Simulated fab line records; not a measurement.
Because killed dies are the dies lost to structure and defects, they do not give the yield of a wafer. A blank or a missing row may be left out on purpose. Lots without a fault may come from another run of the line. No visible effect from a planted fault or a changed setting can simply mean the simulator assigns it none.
A struck lot beside a sound one	flow sky130	31 steps out of a route of 708
Sound: the wafers L574.2, L574.3, L574.5. Wafers struck: L576.1, L576.4, L576.6. The cause is given at the end.
Each step with rows lists, per side, the tool, then ch with its chambers, then its first start. Under that, the readings that differ: sound wafers	struck wafers	difference of the means	sigmas: that difference in standard deviations of wafers without a fault.
alike: words and numbers the same on both sides, and readings whose means are apart by under 2 such deviations; not compared: readings that were withheld, readings missing a value for some wafer, numbers with overlapping values and no deviation given by the record, and bounds like >300 which may hide the same value.
Wherever a step has rows on one side only, a row that says differs or no value, or a row with sigmas, the two part there. Non-overlapping numbers with no deviation appear without sigmas and do not part them. Lack of a reading on every wafer of one side parts them only where that side has two or more wafers.

first, 1 step without rows for these wafers: SKY_PWDE_IMPLANT_08.
SKY_PWDE_STRIP_09: strips in O2/N2.
  sound on plasma-asher-03 ch 0,1, day 6 18:25; struck on plasma-asher-01 ch 0,1, day 7 07:45
  alike: drypump-motor-current-A, n2-flow-sccm, oes-product-au, strip-time-to-endpoint-s
  not compared: rf-hours-counter-h
SKY_PWDE_TW_MEAS_10:
  sound on film-metro-04, day 6 18:31; struck on film-metro-02, day 7 07:51
reading	sound	struck	difference	sigmas
PWDE_TW	368 365 364	386 384 384	+19	+3
then, 7 steps without rows for these wafers: SKY_NWELL_DEHYDRATE_03 (time 60 s); SKY_NWELL_HMDS_04 (prime time 60 s); SKY_NWELL_COAT_05 (resist thk 3000 nm); SKY_NWELL_SOFTBAKE_06; SKY_NWELL_EXPOSE_07 (exposes mask NWM, target cd 840 nm); SKY_NWELL_PEB_08; SKY_NWELL_DEVELOP_09 (develop time 60 s).
SKY_NWELL_OVL_MEAS_10:
  sound on overlay-02, day 7 12:42; struck on overlay-02, day 8 03:12
  alike: NWELL_00_OVL
after that, 1 step had no rows for these wafers: SKY_NWELL_IMPLANT_11.
SKY_NWELL_IMPLANT_12:
  sound on implanter-03 ch 0, day 7 12:55; struck on implanter-04 ch 0, day 8 03:23
reading	sound	struck	difference	sigmas
dose-ions-cm2	1.3e+12 1.3011e+12 1.3017e+12	1.462e+12 1.4627e+12 1.462e+12	+1.613e+11	+99 or more
faraday-current-uA	7.21 7.25 7.28	8.21 8.00 8.30	+0.92	+6
after that, 1 step had no rows for these wafers: SKY_NWELL_IMPLANT_13.
SKY_NWELL_STRIP_14: strips in O2/N2.
  sound on plasma-asher-04 ch 0, day 7 13:11; struck on plasma-asher-02 ch 0,1, day 8 03:41
  alike: drypump-motor-current-A, n2-flow-sccm, oes-product-au, strip-time-to-endpoint-s
  not compared: rf-hours-counter-h
SKY_NWELL_TW_MEAS_15:
  sound on film-metro-02, day 7 13:17; struck on film-metro-03, day 8 03:47
  alike: NWELL_TW
then, 7 steps without rows for these wafers: SKY_NWELL_DEHYDRATE_16 (time 60 s); SKY_NWELL_HMDS_17 (prime time 60 s); SKY_NWELL_COAT_18 (resist thk 3000 nm); SKY_NWELL_SOFTBAKE_19; SKY_NWELL_EXPOSE_20 (exposes mask NWM COMPLEMENT, target cd 840 nm); SKY_NWELL_PEB_21; SKY_NWELL_DEVELOP_22 (develop time 60 s).
SKY_NWELL_OVL_MEAS_23:
  sound on overlay-01, day 8 09:23; struck on overlay-02, day 9 00:38
  alike: NWELL_01_OVL
after that, 1 step had no rows for these wafers: SKY_NWELL_IMPLANT_24.
SKY_NWELL_STRIP_25: strips in O2/N2.
  sound on plasma-asher-04 ch 0,1, day 8 09:34; struck on plasma-asher-01 ch 1, day 9 00:49
  alike: drypump-motor-current-A, n2-flow-sccm, oes-product-au, strip-time-to-endpoint-s
  not compared: rf-hours-counter-h
SKY_NWELL_TW_MEAS_26:
  sound on film-metro-02, day 8 09:40; struck on film-metro-02, day 9 00:55
  alike: NWELL_2_TW
then, 1 step without rows for these wafers: SKY_NWELL_CLEAN_27 (cleans in SC1/SC2, time 150 s).
SKY_NWELL_RTA_28: time 30 s.
  sound on rtp-anneal-01 ch 0, day 8 09:47; struck on rtp-anneal-02 ch 0, day 9 01:02
reading	sound	struck	difference	sigmas
anneal-temp-c-max	1055.4 1057.9 1059.1	1054.6 1054.8 1054.7	-2.8	-2
  alike: lamp-power-pct, wafer_temp_C_max
SKY_NWELL_RS_MEAS_29: the measuring method here is four-point-probe.
  sound on film-metro-04, day 8 09:53; struck on film-metro-04, day 9 01:08
reading	sound	struck	difference	sigmas
NWELL_RS (ohm/sq)	622.7 625.8 623.7	619.7 619.6 620.6	-4.1	-3
-- the record jumps here: 40 days lie between the struck wafers' starts before and after (it left off in module NWELL and takes up again in module PAD_OPEN, whose first step shown is number 708 of the route) --
SKY_PAD_OPEN_PROBE_99:
  sound on prober-02, day 48 15:41; struck on prober-02, day 49 02:43
reading	sound	struck	difference	sigmas
model.etest.pfet-g5v0d10v5.off-log10-a-um	-12.52 -12.7 -12.91	-13.07 -13.11 -13.24	-0.43	
model.etest.pfet_01v8_lvt.off-log10-a-um	-8.895 -8.942 -8.941	-9.275 -9.301 -9.375	-0.391	
model.etest.pfet-g5v0d10v5.vt-sat-v (V)	-0.6321 -0.6536 -0.6759	-0.6802 -0.6822 -0.7113	-0.0374	
model.etest.pfet_16v.vt-v (V)	-1.101 -1.106 -1.108	-1.133 -1.135 -1.13	-0.028	
model.etest.pfet-g5v0d10v5.vt-long-v (V)	-0.9328 -0.9384 -0.941	-0.9587 -0.9542 -0.953	-0.0179	
model.etest.pfet_01v8_lvt.vt-sat-v (V)	-0.4453 -0.45 -0.4545	-0.4715 -0.4774 -0.4734	-0.0242	
model.etest.pfet_01v8_lvt.vt-v (V)	-0.5375 -0.5398 -0.543	-0.5547 -0.5595 -0.5547	-0.0162	
  alike: killed_at_M0_to_M3, killed_at_M4_up, killed-at-contacts, killed-at-front-end, killed-at-other, killed-dies, killed-open, killed-short
  not compared: model.etest.pfet-g5v0d10v5.vt-v

## WHERE THEY PART
Last at SKY_NWELL_RS_MEAS_29 as far as this record goes, first at SKY_PWDE_TW_MEAS_10. Later steps at which nothing parts them and some readings are alike: SKY_PAD_OPEN_PROBE_99.

WHY: what had been put in by the simulator
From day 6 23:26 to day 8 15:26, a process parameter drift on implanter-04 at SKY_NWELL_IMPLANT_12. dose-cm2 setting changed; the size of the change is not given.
